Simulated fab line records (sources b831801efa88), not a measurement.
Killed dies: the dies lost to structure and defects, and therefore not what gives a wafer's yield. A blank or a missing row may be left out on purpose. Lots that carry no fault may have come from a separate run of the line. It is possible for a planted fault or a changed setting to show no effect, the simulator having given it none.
A lot that was struck, set against a sound lot / flow sky130 / 15 out of 708 route steps
Sound: the wafers L427.4, L427.5, L427.6. Struck: wafers L442.2, L442.4, L442.6. The cause comes at the end.
Each step with rows lists, per side, the tool, then ch with its chambers, then its first start. Under that, the readings that differ: sound wafers / struck wafers / difference of the means / sigmas: that difference in standard deviations of wafers without a fault.
alike: readings with means less than 2 such deviations apart, plus words and numbers identical on both sides. not compared: withheld readings, readings lacking a value on some wafer, bounds such as >300 that could conceal the same value, and numbers that have no deviation in the record and whose values overlap.
A row with sigmas, a row that says differs or no value, or rows on one side alone: a step with any of these is where the two part. Numbers that don't overlap but have no deviation are shown without sigmas and don't part them. Lack of a reading on every wafer of one side parts them only where that side has two or more wafers.

first, 4 steps without rows for these wafers: SKY_RES_XHIGH_EXPOSE_04 (exposes mask URPM, target cd 1270 nm); SKY_RES_XHIGH_PEB_05; SKY_RES_XHIGH_DEVELOP_06 (develop time 60 s); SKY_RES_XHIGH_IMPLANT_07.
SKY_RES_XHIGH_STRIP_08: strips in O2/N2.
  sound on plasma asher-04 ch 0,1, day 26 13:35; struck on plasma asher-01 ch 0,1, day 32 02:49
reading=strip time to endpoint s (s); sound=14.25 14.24 14.24; struck=14.33 14.33 14.30; difference=+0.08; sigmas=+2
  alike: drypump motor current A, oes product au
  not compared: rf hours counter h
SKY_RES_XHIGH_TW_MEAS_09:
  sound on film metro-03 at day 26 13:41; struck on film metro-02 at day 32 02:55
  alike: RES_XHIGH_TW
then, 6 steps without rows for these wafers: SKY_SD_N_DEHYDRATE_00 (time 60 s); SKY_SD_N_HMDS_01 (prime time 60 s); SKY_SD_N_COAT_02 (resist thk 1140 nm); SKY_SD_N_SOFTBAKE_03 (time 60 s); SKY_SD_N_EXPOSE_04 (exposes mask NSDM, target cd 380 nm); SKY_SD_N_PEB_05.
SKY_SD_N_DEVELOP_06: develop time 60 s.
  sound on litho track-01 ch 0, day 27 17:41; struck on litho track-02 ch 0, day 33 06:20
reading=developer temp C (C); sound=23.01 22.72 23.11; struck=22.07 22.04 22.09; difference=-0.88; sigmas=-8
SKY_SD_N_CD_MEAS_07 targets a cd of 380 nm.
  sound on cd sem-02 at day 27 17:49; struck on cd sem-02 at day 33 06:28
  alike: cd nm
-- here the record skips 16 days between the struck wafers' starts before and after, leaving off in module SD_N and picking up in module PAD_OPEN (first step shown: number 708 of the route) --
SKY_PAD_OPEN_PROBE_99:
  only the struck wafers here have rows in the record (prober-01, day 49 14:02); the sound ones have none

## WHERE THEY PART
Last at SKY_PAD_OPEN_PROBE_99 as far as this record goes, first at SKY_RES_XHIGH_STRIP_08.

WHY: what had been put in by the simulator
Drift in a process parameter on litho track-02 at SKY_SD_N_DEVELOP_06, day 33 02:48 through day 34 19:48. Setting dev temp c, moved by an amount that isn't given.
